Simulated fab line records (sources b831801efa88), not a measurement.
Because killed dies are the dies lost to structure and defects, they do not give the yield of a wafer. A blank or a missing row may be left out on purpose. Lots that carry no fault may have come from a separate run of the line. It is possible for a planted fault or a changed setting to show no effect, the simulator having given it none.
Which tool did it? ; flow gf180mcu ; Sampling: 15 lots, 45 wafers, 2 of 602 route steps

WHAT THE GAUGES READ, wafer by wafer
GF_CONTACT_OVL_MEAS_15. Usual: CONTACT_OVL typically reads -2 nm, with standard deviation 5.1.
lot;measured;on;CONTACT_OVL (nm);flag
L905;day 16 11:19;overlay-02;-2 1 2;
L906;day 16 20:06;overlay-01;1 -11 0;
L908;day 17 07:06;overlay-01;-2 -5 6;
L907;day 17 08:38;overlay-02;-8 -7 -6;
L909;day 17 19:24;overlay-02;0 7 0;
L910;day 18 07:07;overlay-01;0 1 1;
L911;day 18 12:06;overlay-01;-4 -1 -1;
L912;day 18 12:46;overlay-01;-10 -9 -9;
L914;day 19 08:51;overlay-02;-4 1 0;
L915;day 19 19:16;overlay-01;-10 -3 -11;
L916;day 20 08:19;overlay-02;-5 -3 -7;
L920;day 21 13:47;overlay-02;46 31 41 51 32 47;OFF
L921;day 21 20:35;overlay-02;43 35 36 48 36 43;OFF
L923;day 22 09:21;overlay-01;35 36 37 37 42 42;OFF
L927;day 23 17:48;overlay-02;-8 -12 -7;

EACH LOT AND THE TOOL THAT RAN IT (in order: tool; ch and the chambers of the sampled wafers; start)
lot;GF_CONTACT_EXPOSE_11
L905;krfScanner-02 ch 0, day 16 00:24
L906;krfScanner-01 ch 0, day 16 09:16
L908;krfScanner-02 ch 0, day 16 19:06
L907;krfScanner-01 ch 0, day 16 20:52
L909;krfScanner-02 ch 0, day 17 08:22
L910;krfScanner-02 ch 0, day 17 19:58
L911;krfScanner-01 ch 0, day 18 00:01
L912;krfScanner-01 ch 0, day 18 01:10
L914;krfScanner-02 ch 0, day 18 21:14
L915;krfScanner-01 ch 0, day 19 07:28
L916;krfScanner-01 ch 0, day 19 20:20
L920;krfScanner-02 ch 0, day 21 01:58
L921;krfScanner-02 ch 0, day 21 08:57
L923;krfScanner-02 ch 0, day 21 21:46
L927;krfScanner-01 ch 0, day 23 06:28
- GF_CONTACT_EXPOSE_11: exposes mask Contact, target cd 220 nm.

AS READ BY THE TOOLS THEMSELVES (means over the sampled wafers that have a number; for cases with no such wafer, the mark the record gives instead)
The record holds no such reading with a usual standard deviation.

THE ANSWER, worked out from the rows above alone
Rule: lot off if the mean of its wafers having a number is beyond 3 standard deviations from the usual mean. Also off: a lot with no number at a reading for which 4 or more lots have one. All remaining lots with rows at the step are treated as sound. After the gauges, taken in route order, come the tools' own readings; for these a lot's mean is taken, as printed above. The first step at which some lot is off is used, and at that step the reading that is off furthest; a lot without a number counts as furthest.
Off: L920, L921, L923, at GF_CONTACT_OVL_MEAS_15 (CONTACT_OVL).
If a tool, at a process step before that reading, ran all the lots that are off and no sound lot after the first of them, it fits. Those tools and the gauges at GF_CONTACT_OVL_MEAS_15 are tried in the same way. One fits: GF_CONTACT_EXPOSE_11 on krfScanner-02. Its last sound lot is L914 (day 18 21:14), its first lot that is off L920 (day 21 01:58): a fault that began between those two fits.

WHAT THE SIMULATOR PUT IN
Scanner matching overlay: krfScanner-02, from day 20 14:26 on, at GF_CONTACT_EXPOSE_11. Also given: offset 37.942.
Shown lots that were struck: L920, L921, L923. The rule above found the same.
